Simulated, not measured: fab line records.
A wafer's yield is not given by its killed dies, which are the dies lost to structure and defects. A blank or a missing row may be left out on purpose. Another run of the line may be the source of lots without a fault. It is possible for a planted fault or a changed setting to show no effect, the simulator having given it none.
A lot that was struck, set against a sound lot :: flow sfq line :: 14 out of 325 route steps
Sound: wafers L523.3, L523.5, L523.6. Struck: wafers L529.3, L529.4, L529.6. The cause is named last.
Each step with rows lists, per side, the tool, then ch with its chambers, then its first start. Under that, the readings that differ: sound wafers :: struck wafers :: difference of the means :: sigmas: that difference in standard deviations of wafers without a fault.
alike: a reading whose means differ by less than 2 such deviations, as well as words and numbers matching on both sides. not compared: withheld readings; readings where some wafer has no value; bounds like >300 that might hide an equal value; numbers whose values overlap and for which the record gives no deviation.
A row with sigmas, a row that says differs or no value, or rows on one side alone: a step with any of these is where the two part. Non-overlapping numbers with no deviation appear without sigmas and do not part them. A reading that every wafer of one side lacks parts them only if that side has two wafers or more.

first, 6 steps without rows for these wafers: SFQ_TRILAYER_M0_LITHO_COAT_026 (resist thk 62 nm); SFQ_TRILAYER_M0_LITHO_COAT_021 (resist thk 600 nm); SFQ_TRILAYER_M0_LITHO_SOFTBAKE_025; SFQ_TRILAYER_M0_LITHO_EXPOSE_022 (exposes mask M0, target cd 500 nm); SFQ_TRILAYER_M0_LITHO_PEB_024 (peb time 60 s); SFQ_TRILAYER_M0_LITHO_DEVELOP_023 (time 60 s).
SFQ_M0_OVL_MEAS_906:
  sound on overlay-01 at day 7 15:20; struck on overlay-02 at day 9 05:33
  alike: M0_OVL
SFQ_TRILAYER_M0_BARC_OPEN_METAL_ETCH_031: etches BARC in O2, target depth 125 nm, time 41.7 s.
  sound on rie metal-02 ch 0,1, day 7 15:22; struck on rie metal-02 ch 0,1, day 9 05:35
  alike: drypump motor current A, oes product au
  not compared: rf hours counter h
SFQ_TRILAYER_M0_ETCH_METAL_ETCH_024: etches Nb in Cl2/Ar, stops on SiO2, target depth 240 nm, time 120 s.
  sound on rie metal-02 ch 0,1, day 7 15:27; struck on rie metal-02 ch 0,1, day 9 05:41
  alike: drypump motor current A, oes product au
  not compared: rf hours counter h
SFQ_TRILAYER_M0_STRIP_STRIP_025: strips in O2.
  sound on rie metal-02 ch 0,1, day 7 15:44; struck on rie metal-02 ch 0,1, day 9 05:58
  alike: drypump motor current A, oes product au
  not compared: rf hours counter h
then, 1 step without rows for these wafers: SFQ_TRILAYER_M0_STRIP_SOLV_CLEAN_026 (cleans in NMP, time 600 s).
SFQ_TRILAYER_I0_DEP_PECVD_027: deposits SiO2 from SiH4/N2O, time 111.11 s, target thk 500 nm.
  sound on pecvd-03 ch 0,1, day 7 16:29; struck on pecvd-03 ch 0,1,2, day 9 06:32
reading: rf fwd power W (W)
sound: 182.1 183.3 182.6
struck: 109.4 109.0 109.1
difference: -73.5
sigmas: -99 or more

reading: showerhead vpp V (V)
sound: 845 834 855
struck: 642 662 618
difference: -204
sigmas: -6

reading: model.SiO2_of_TRILAYER_I0_DEP_PECVD_027.thk nm (nm)
sound: 501.6 508 509.4
struck: 425.1 439.2 436.6
difference: -72.7
sigmas: 
  alike: heater power w, throttle valve pct
SFQ_TRILAYER_I0_CMP_CMP_028: polishes SiO2.
  sound on cmp-02 ch 1,2,3, day 7 18:55; struck on cmp-02 ch 1,3, day 9 07:03
reading: time to endpoint s (s)
sound: 215 225 223
struck: 166 175 169
difference: -51
sigmas: -8
  alike: motor current A
SFQ_I0_BOW_MEAS_907:
  sound on film metro-01 at day 7 20:57; struck on film metro-02 at day 9 10:05
  alike: I0_BOW

## WHERE THEY PART
Earliest at SFQ_TRILAYER_I0_DEP_PECVD_027; latest, in this record, at SFQ_TRILAYER_I0_CMP_CMP_028. Later steps at which nothing parts them and some readings are alike: SFQ_I0_BOW_MEAS_907.

WHY: whatever the simulator had introduced
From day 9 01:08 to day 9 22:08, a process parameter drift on pecvd-03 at SFQ_TRILAYER_I0_DEP_PECVD_027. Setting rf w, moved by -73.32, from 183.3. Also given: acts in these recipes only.
